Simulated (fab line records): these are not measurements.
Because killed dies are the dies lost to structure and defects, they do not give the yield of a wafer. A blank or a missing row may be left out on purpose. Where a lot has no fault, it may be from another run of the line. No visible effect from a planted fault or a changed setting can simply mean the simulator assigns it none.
Which of the tools did it?    flow gf180mcu    Sampling: 12 lots, 36 wafers, 5 of 602 route steps

WHAT THE GAUGES READ, wafer by wafer
GF_V1_CD_MEAS_14 targets a cd of 260 nm.
lot   measured      on         cd nm (nm)
L547  day 18 06:20  cd sem-01  259.3 259.1 259.3
L548  day 18 12:50  cd sem-02  262.1 261.1 261.0
L550  day 19 14:13  cd sem-02  260.0 259.4 260.2
L551  day 19 20:17  cd sem-01  259.6 258.8 259.7
L552  day 20 04:38  cd sem-02  260.5 261.9 261.7
L554  day 20 23:05  cd sem-02  258.7 258.4 257.8
L557  day 22 04:08  cd sem-01  259.0 257.7 258.1
L564  day 24 11:18  cd sem-01  258.3 259.7 259.3
L565  day 24 15:35  cd sem-02  257.0 259.0 258.7
L567  day 25 11:42  cd sem-01  260.4 261.5 261.7
L568  day 25 22:11  cd sem-01  260.1 257.2 259.2
L569  day 25 23:37  cd sem-02  257.8 258.7 259.2

GF_M2_CD_MEAS_14 targets a cd of 280 nm.
lot   measured      on         cd nm (nm)
L547  day 19 07:53  cd sem-02  278.4 278.6 278.1
L548  day 19 15:26  cd sem-01  281.7 281.8 282.6
L550  day 20 16:18  cd sem-01  279.0 278.8 279.1
L551  day 20 22:05  cd sem-02  280.7 281.2 280.2
L552  day 21 05:38  cd sem-01  279.4 281.5 279.2
L554  day 22 00:47  cd sem-02  279.4 278.3 279.4
L557  day 23 04:44  cd sem-02  282.1 282.0 281.7
L564  day 25 10:31  cd sem-01  266.6 266.8 265.9
L565  day 25 17:30  cd sem-01  268.3 267.8 267.7
L567  day 26 10:18  cd sem-02  276.9 279.0 278.1
L568  day 26 20:47  cd sem-02  278.6 277.5 277.8
L569  day 26 21:31  cd sem-02  280.8 279.8 281.0

WHICH TOOL RAN EACH LOT (tool, then ch and the chambers of the sampled wafers, then the start)
lot   GF_V1_STRIP_18                        GF_V1_CMP_26                   GF_M2_EXPOSE_11
L547  plasma asher-04 ch 0,1, day 18 06:37  cmp-01 ch 0,2,3, day 18 07:33  krf scanner-02 ch 0, day 18 20:08
L548  plasma asher-01 ch 0,1, day 18 13:07  cmp-02 ch 0,1,3, day 18 14:03  krf scanner-01 ch 0, day 19 03:01
L550  plasma asher-01 ch 0,1, day 19 14:28  cmp-01 ch 0,2,3, day 19 15:30  krf scanner-01 ch 0, day 20 04:14
L551  plasma asher-01 ch 0,1, day 19 20:34  cmp-01 ch 1,2,3, day 19 21:32  krf scanner-02 ch 0, day 20 10:01
L552  plasma asher-01 ch 0,1, day 20 04:55  cmp-01 ch 0,2,3, day 20 05:54  krf scanner-02 ch 0, day 20 18:08
L554  plasma asher-01 ch 0,1, day 20 23:26  cmp-02 ch 1,2, day 21 00:23    krf scanner-02 ch 0, day 21 12:44
L557  plasma asher-04 ch 1, day 22 04:25    cmp-01 ch 0,2,3, day 22 05:24  krf scanner-02 ch 0, day 22 17:13
L564  plasma asher-01 ch 1, day 24 11:34    cmp-01 ch 0,1,3, day 24 12:32  krf scanner-02 ch 0, day 25 00:05
L565  plasma asher-04 ch 0,1, day 24 15:52  cmp-01 ch 1,2,3, day 24 19:29  krf scanner-02 ch 0, day 25 06:17
L567  plasma asher-04 ch 0,1, day 25 11:58  cmp-01 ch 1,2,3, day 25 12:55  krf scanner-01 ch 0, day 26 00:10
L568  plasma asher-04 ch 0,1, day 25 22:28  cmp-01 ch 0,1,2, day 25 23:35  krf scanner-01 ch 0, day 26 10:23
L569  plasma asher-02 ch 0,1, day 25 23:54  cmp-02 ch 0,2,3, day 26 00:54  krf scanner-01 ch 0, day 26 11:40
- GF_V1_STRIP_18: strips in O2/N2.
- GF_V1_CMP_26: polishes, stops on SiO2, t overpolish 15 s, target thk 0 nm.
- GF_M2_EXPOSE_11: exposes mask Metal2, target cd 280 nm.

WHAT THE TOOLS THEMSELVES READ (means of the sampled wafers that have a number; where no wafer has one, the mark that the record gives instead)
GF_V1_STRIP_18.
lot   tool             drypump motor current A (A)  heater power w (W)  oes product au (a.u.)
L547  plasma asher-04  6.3                          295                 0.601
L548  plasma asher-01  5.5                          352                 0.600
L550  plasma asher-01  5.5                          353                 0.597
L551  plasma asher-01  5.3                          373                 0.602
L552  plasma asher-01  5.5                          352                 0.600
L554  plasma asher-01  5.3                          376                 0.601
L557  plasma asher-04  6.6                          293                 0.597
L564  plasma asher-01  5.7                          326                 0.594
L565  plasma asher-04  6.1                          313                 0.604
L567  plasma asher-04  6.4                          302                 0.604
L568  plasma asher-04  6.3                          303                 0.600
L569  plasma asher-02  5.9                          335                 0.599

GF_V1_CMP_26.
lot   tool    motor current A (A)  overpolish run s (s)  slurry flow ml min  time to endpoint s (s)
L547  cmp-01  12.1                 14.988                150.0               82.9
L548  cmp-02  10.5                 14.999                149.9               82.2
L550  cmp-01  12.0                 15.008                149.8               85.4
L551  cmp-01  11.1                 14.999                149.7               82.8
L552  cmp-01  11.8                 14.991                150.5               85.7
L554  cmp-02  11.4                 15.000                149.5               83.1
L557  cmp-01  11.9                 14.990                150.0               80.3
L564  cmp-01  11.5                 14.998                150.5               80.3
L565  cmp-01  11.2                 15.000                149.9               85.5
L567  cmp-01  11.1                 15.000                149.9               82.9
L568  cmp-01  11.3                 15.002                150.1               83.0
L569  cmp-02  10.3                 15.004                149.6               88.8

GF_M2_EXPOSE_11.
lot   tool            exposure dose mJ cm2
L547  krf scanner-02  28.012
L548  krf scanner-01  28.019
L550  krf scanner-01  28.000
L551  krf scanner-02  28.000
L552  krf scanner-02  27.998
L554  krf scanner-02  27.987
L557  krf scanner-02  28.032
L564  krf scanner-02  30.452
L565  krf scanner-02  30.468
L567  krf scanner-01  28.004
L568  krf scanner-01  28.023
L569  krf scanner-01  27.983

THE ANSWER, worked out from the rows above alone
Rule: the lots themselves supply what counts as usual. The widest of any qualifying gaps counts: lots, ordered by their means at a reading, are off when they make up no more than a third of the lots, leave a main group of 4 or more, and stand apart from it by 3 or more times the standard deviation of that group's means. Not used: any main group whose means are identical at the precision the tables above print for the reading. Also off: a lot with no number at a reading for which 4 or more lots have one. The other lots that the step has rows for count as sound. The gauges are gone through in route order, then the tools' own readings, and for those a lot's mean is taken as printed above. The first step at which some lot is off is used, and at that step the reading that is off furthest; a lot without a number counts as furthest.
Off: L564, L565, at GF_M2_CD_MEAS_14 (cd nm). Mean 279.8 nm and standard deviation 1.4 in the main group.
If a tool, at a process step before that reading, ran all the lots that are off and no sound lot after the first of them, it fits. The gauges at GF_M2_CD_MEAS_14 aren't tried: what is off there is off at GF_M2_EXPOSE_11 too, on other tools, and a gauge's error can't cause that. One candidate fits, namely krf scanner-02 at GF_M2_EXPOSE_11. Its last sound lot is L557 (day 22 17:13), its first lot that is off L564 (day 25 00:05): a fault that began between those two fits.
The tool's own readings at GF_M2_EXPOSE_11 bear it out: on the lots that are off they differ by more than 5 times the standard deviation of the sound lots' means. exposure dose mJ cm2 reads 30.460 there against 28.006 on the sound lots.

WHAT THE SIMULATOR PUT IN
Process parameters drifting: krf scanner-02 at GF_M2_EXPOSE_11, beginning at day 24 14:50. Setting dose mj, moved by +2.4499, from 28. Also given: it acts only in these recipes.
Shown lots that were struck: L564, L565. Same finding as the rule above.
